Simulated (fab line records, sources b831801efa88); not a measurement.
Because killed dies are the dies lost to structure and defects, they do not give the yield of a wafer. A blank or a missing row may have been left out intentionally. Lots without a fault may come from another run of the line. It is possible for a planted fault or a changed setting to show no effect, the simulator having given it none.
Which tool is to blame? + flow sky130 + 72 wafers from 24 lots sampled at 3 of the route's 708 steps

WHAT EACH GAUGE READ, for each wafer
SKY_FIELD_ISO_BOW_MEAS_00. Usual: INCOMING_BOW gives 0 um (standard deviation 6).
| lot  | measured    | on            | INCOMING_BOW (um) | flag |
|------|-------------|---------------|-------------------|------|
| L074 | day 1 10:01 | film metro-03 | -3 1 10           |      |
| L075 | day 1 15:04 | film metro-01 | 0 -4 -2           |      |
| L076 | day 1 20:00 | film metro-01 | -4 5 -1           |      |
| L077 | day 2 01:00 | film metro-03 | 2 5 5             |      |
| L078 | day 2 06:02 | film metro-03 | 3 5 -10           |      |
| L079 | day 2 11:00 | film metro-04 | -8 0 -4           |      |
| L080 | day 2 16:00 | film metro-03 | 2 -2 -1           |      |
| L081 | day 2 21:00 | film metro-01 | 1 -13 10          |      |
| L082 | day 3 02:01 | film metro-04 | 3 1 -2            |      |
| L083 | day 3 07:00 | film metro-04 | -1 1 14           |      |
| L084 | day 3 12:00 | film metro-01 | -9 -11 -12        |      |
| L085 | day 3 17:00 | film metro-04 | -1 -8 2           |      |
| L086 | day 3 22:00 | film metro-04 | 5 1 -1            |      |
| L087 | day 4 03:04 | film metro-01 | -3 -6 10          |      |
| L088 | day 4 08:00 | film metro-03 | -4 -13 -4         |      |
| L089 | day 4 13:01 | film metro-04 | -9 -4 1           |      |
| L090 | day 4 18:00 | film metro-01 | -5 0 2            |      |
| L091 | day 4 23:01 | film metro-03 | 4 8 -2            |      |
| L092 | day 5 04:04 | film metro-03 | 5 4 -9            |      |
| L093 | day 5 09:01 | film metro-01 | 5 -4 1            |      |
| L094 | day 5 14:02 | film metro-03 | -4 -3 8           |      |
| L095 | day 5 19:01 | film metro-03 | 9 -2 9            |      |
| L096 | day 6 00:01 | film metro-03 | -3 -4 7           |      |
| L097 | day 6 05:00 | film metro-01 | 3 2 -3            |      |

SKY_SONOS_TUNNEL_OVL_MEAS_08. Usual: SONOS_TUNNEL_OVL gives 0.3 nm (standard deviation 1.5).
| lot  | measured     | on         | SONOS_TUNNEL_OVL (nm) | flag |
|------|--------------|------------|-----------------------|------|
| L074 | day 11 13:49 | overlay-02 | -1.3 -0.5 -0.6        |      |
| L075 | day 11 18:04 | overlay-02 | 1.0 1.4 1.8           |      |
| L076 | day 12 04:59 | overlay-02 | -1.2 -2.3 -0.9        |      |
| L077 | day 12 16:38 | overlay-01 | -0.9 -1.3 -0.7        |      |
| L078 | day 12 22:12 | overlay-02 | 1.9 1.4 1.7           |      |
| L079 | day 13 04:05 | overlay-02 | -2.7 0.5 -2.0         |      |
| L080 | day 13 12:11 | overlay-01 | -0.4 1.0 1.1          |      |
| L081 | day 14 00:20 | overlay-01 | 0.9 0.0 -0.6          |      |
| L082 | day 14 06:02 | overlay-02 | -2.0 -2.3 -1.4        |      |
| L083 | day 14 09:20 | overlay-01 | 2.5 2.2 1.2           |      |
| L084 | day 14 17:59 | overlay-02 | 2.0 1.5 1.9           |      |
| L085 | day 15 09:03 | overlay-01 | -1.0 0.7 0.8          |      |
| L086 | day 15 16:20 | overlay-01 | -1.4 -0.2 -0.2        |      |
| L087 | day 15 20:33 | overlay-01 | 0.6 0.6 1.0           |      |
| L088 | day 16 02:12 | overlay-01 | 1.0 0.0 1.4           |      |
| L089 | day 16 07:48 | overlay-01 | 2.2 -0.5 0.2          |      |
| L090 | day 16 16:02 | overlay-01 | -1.8 -1.9 0.3         |      |
| L091 | day 17 03:11 | overlay-02 | 0.1 0.1 3.3           |      |
| L092 | day 17 12:40 | overlay-02 | 1.1 0.7 0.2           |      |
| L093 | day 17 19:44 | overlay-01 | 1.0 1.7 0.1           |      |
| L094 | day 18 04:36 | overlay-02 | -2.9 -0.2 -1.7        |      |
| L095 | day 18 11:32 | overlay-02 | 0.2 0.1 0.4           |      |
| L096 | day 18 20:41 | overlay-01 | 0.7 0.2 0.1           |      |
| L097 | day 19 00:02 | overlay-02 | 0.3 2.0 -0.4          |      |

WHICH TOOL RAN EACH LOT (tool, then ch and the chambers of the sampled wafers, then the start)
| lot  | SKY_FIELD_ISO_ETCH_15             |
|------|-----------------------------------|
| L074 | rie diel-03 ch 1,2,3, day 2 05:49 |
| L075 | rie diel-03 ch 0,3, day 2 09:42   |
| L076 | rie diel-04 ch 1,3, day 2 13:58   |
| L077 | rie diel-03 ch 0,1, day 2 21:48   |
| L078 | rie diel-01 ch 0,2,3, day 3 02:34 |
| L079 | rie diel-03 ch 0,1,3, day 3 08:34 |
| L080 | rie diel-04 ch 0,1,3, day 3 12:30 |
| L081 | rie diel-04 ch 0,1,3, day 3 21:52 |
| L082 | rie diel-01 ch 1,3, day 4 00:45   |
| L083 | rie diel-03 ch 0,2,3, day 4 03:27 |
| L084 | rie diel-01 ch 0,1,3, day 4 08:14 |
| L085 | rie diel-04 ch 1,2,3, day 4 17:07 |
| L086 | rie diel-01 ch 0,1,3, day 4 21:12 |
| L087 | rie diel-01 ch 0,2,3, day 5 01:54 |
| L088 | rie diel-01 ch 0,2,3, day 5 05:37 |
| L089 | rie diel-01 ch 1,2,3, day 5 10:46 |
| L090 | rie diel-03 ch 0,2,3, day 5 15:47 |
| L091 | rie diel-01 ch 0,1, day 5 20:54   |
| L092 | rie diel-01 ch 0,3, day 6 03:19   |
| L093 | rie diel-01 ch 0,1,3, day 6 10:34 |
| L094 | rie diel-04 ch 0,1,2, day 6 15:10 |
| L095 | rie diel-03 ch 0,2,3, day 6 19:53 |
| L096 | rie diel-03 ch 1,2,3, day 7 00:38 |
| L097 | rie diel-04 ch 0,1, day 7 03:52   |
- SKY_FIELD_ISO_ETCH_15: etches the open film in CHF3/O2, stops on Si, target depth 180 nm, time 72 s.

AS READ BY THE TOOLS THEMSELVES (means over the sampled wafers that have a number; for cases with no such wafer, the mark the record gives instead)
SKY_FIELD_ISO_ETCH_15. Usual: chamber pressure mTorr 40.00 mTorr, standard deviation 0.034; drypump motor current A 5.7 A, standard deviation 0.62; oes product au 0.946 a.u., standard deviation 0.0068; rf fwd power W 595.4 W, standard deviation 1.9; throttle valve pct 8.843 %, standard deviation 0.01.
| lot  | tool        | chamber pressure mTorr (mTorr) | drypump motor current A (A) | oes product au (a.u.) | rf fwd power W (W) | throttle valve pct (%) | flag |
|------|-------------|--------------------------------|-----------------------------|-----------------------|--------------------|------------------------|------|
| L074 | rie diel-03 | 40.03                          | 5.3                         | 0.948                 | 594.2              | 8.848                  |      |
| L075 | rie diel-03 | 39.95                          | 5.7                         | 0.955                 | 594.8              | 8.841                  |      |
| L076 | rie diel-04 | 40.01                          | 4.9                         | 0.944                 | 595.7              | 8.845                  |      |
| L077 | rie diel-03 | 39.96                          | 6.0                         | 0.939                 | 597.0              | 8.830                  |      |
| L078 | rie diel-01 | 39.99                          | 6.4                         | 0.955                 | 595.5              | 8.841                  |      |
| L079 | rie diel-03 | 40.02                          | 5.8                         | 0.954                 | 596.2              | 8.848                  |      |
| L080 | rie diel-04 | 40.03                          | 5.0                         | 0.940                 | 595.6              | 8.842                  |      |
| L081 | rie diel-04 | 40.00                          | 5.1                         | 0.934                 | 597.7              | 8.840                  |      |
| L082 | rie diel-01 | 39.98                          | 5.9                         | 0.945                 | 597.4              | 8.845                  |      |
| L083 | rie diel-03 | 40.01                          | 5.3                         | 0.939                 | 595.4              | 8.830                  |      |
| L084 | rie diel-01 | 39.97                          | 6.2                         | 0.948                 | 594.1              | 8.849                  |      |
| L085 | rie diel-04 | 39.99                          | 5.3                         | 0.951                 | 594.9              | 8.846                  |      |
| L086 | rie diel-01 | 39.98                          | 6.2                         | 0.952                 | 595.9              | 8.850                  |      |
| L087 | rie diel-01 | 39.98                          | 6.4                         | 0.949                 | 595.9              | 8.838                  |      |
| L088 | rie diel-01 | 40.00                          | 6.4                         | 0.942                 | 596.9              | 8.844                  |      |
| L089 | rie diel-01 | 40.02                          | 6.1                         | 0.944                 | 594.6              | 8.844                  |      |
| L090 | rie diel-03 | 40.00                          | 5.3                         | 0.946                 | 594.8              | 8.848                  |      |
| L091 | rie diel-01 | 39.96                          | 5.9                         | 0.941                 | 594.3              | 8.841                  |      |
| L092 | rie diel-01 | 39.99                          | 6.5                         | 0.949                 | 595.2              | 8.853                  |      |
| L093 | rie diel-01 | 39.99                          | 6.2                         | 0.938                 | 593.9              | 8.843                  |      |
| L094 | rie diel-04 | 40.00                          | 5.3                         | 0.951                 | 598.1              | 8.851                  |      |
| L095 | rie diel-03 | 40.01                          | 5.3                         | 0.949                 | 595.5              | 8.845                  |      |
| L096 | rie diel-03 | 39.98                          | 5.3                         | 0.955                 | 593.6              | 8.847                  |      |
| L097 | rie diel-04 | 40.00                          | 5.1                         | 0.955                 | 596.3              | 8.843                  |      |

THE ANSWER, worked out from the rows above alone
Rule: a lot counts as off when the mean over its wafers that have a number is more than 3 standard deviations away from the usual mean. Also off: a lot with no number at a reading for which 4 or more lots have one. Any other lot the step has rows for is counted as sound. After the gauges, taken in route order, come the tools' own readings; for these a lot's mean is taken, as printed above. At the first step where some lot is off, the reading lying furthest off is the one used; lots without a number count as furthest.
None of the lots is off at any reading shown; this tells nothing.

WHAT THE SIMULATOR HAD INSERTED
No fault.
